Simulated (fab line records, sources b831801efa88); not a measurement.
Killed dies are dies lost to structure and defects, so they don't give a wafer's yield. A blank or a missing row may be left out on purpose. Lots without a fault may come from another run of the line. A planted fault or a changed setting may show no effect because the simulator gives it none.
One fault seen from 2 desks | flow sky130 | each desk has only its own numbers; what lay behind them comes last

THE TOOL OWNER'S DESK: litho_track-04
The tool's own readings at SKY_RES_XHIGH_SOFTBAKE_03 (time 60 s): means of the sampled wafers that have a number, for each lot that ran on this tool. A lot is out of limits, marked OUT, if its mean lies more than 4 standard deviations from the usual mean; the brackets give that distance.
Columns: A = heater_power_total_W at SKY_RES_XHIGH_SOFTBAKE_03, usual 56.59 W; B = resist_line_temp_C at SKY_RES_XHIGH_SOFTBAKE_03, usual 23.01 C; C = run_length_s at SKY_RES_XHIGH_SOFTBAKE_03, usual 89.02 s
lot  | first seen here | A               | B     | C
L200 | day 27 17:04    | 56.59           | 22.94 | 89.05
L208 | day 30 04:47    | 56.57           | 22.93 | 89.02
L213 | day 31 23:31    | 60.59 (+85) OUT | 22.92 | 78.48 (-75) OUT
L214 | day 32 01:05    | 58.59 (+43) OUT | 22.96 | 83.73 (-38) OUT
This desk's finding: out of limits on L213, L214; first on L213, day 31 23:31 (heater_power_total_W at SKY_RES_XHIGH_SOFTBAKE_03). In limits: L200, L208.

THE METROLOGY DESK
What the gauges read, lot by lot, whatever tool the lot ran on: means of the sampled wafers that have a number. A lot is out of limits, marked OUT, if its mean lies more than 4 standard deviations from the usual mean; the brackets give that distance.
Columns: A = POLY_CUT_OVL at SKY_POLY_CUT_OVL_MEAS_09, usual -2 nm; B = SD_P_OVL at SKY_SD_P_OVL_MEAS_08, usual -0.2 nm; C = cd_nm at SKY_SD_N_CD_MEAS_07, usual 380 nm
lot  | first seen here | A   | B    | C
L197 | day 24 13:07    | -9  | 1.3  | 382
L199 | day 25 09:46    | -2  | 0.8  | 379
L201 | day 25 19:29    | 2   | 0.2  | 379
L200 | day 25 21:13    | 3   | 1.0  | 375
L203 | day 26 07:25    | -4  | 0.8  | 378
L204 | day 26 21:34    | -0  | -0.7 | 383
L205 | day 26 23:44    | -3  | 1.8  | 384
L207 | day 28 04:58    | 9   | -0.2 | 385
L208 | day 28 10:08    | 4   | -1.3 | 380
L213 | day 30 05:16    | -12 | 0.8  | 384
L214 | day 30 08:11    | 2   | -0.2 | 377
L217 | day 31 02:26    | -2  | 0.4  | 380
L219 | day 31 19:16    | -8  | -1.8 | 379
L220 | day 32 01:28    | -4  | -1.5 | 383
This desk's finding: nothing out of limits on any of the 14 lots.

PUT TOGETHER
The tool owner's desk could have raised an alarm at day 31 23:31, on L213, L214.
The metrology desk saw nothing out of limits.
The metrology desk has L213, L214 on record, within its limits.
Of the lots named, all ran SKY_RES_XHIGH_SOFTBAKE_03 on litho_track-04.

WHAT THE SIMULATOR HAD PUT IN
Process parameter drift: litho_track-04, from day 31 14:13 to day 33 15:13, at SKY_RES_XHIGH_SOFTBAKE_03. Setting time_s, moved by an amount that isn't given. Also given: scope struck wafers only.
Lots struck among those shown: L213, L214.
Hours from the fault's start to each desk's first reading out of limits: the tool owner's desk, 9.
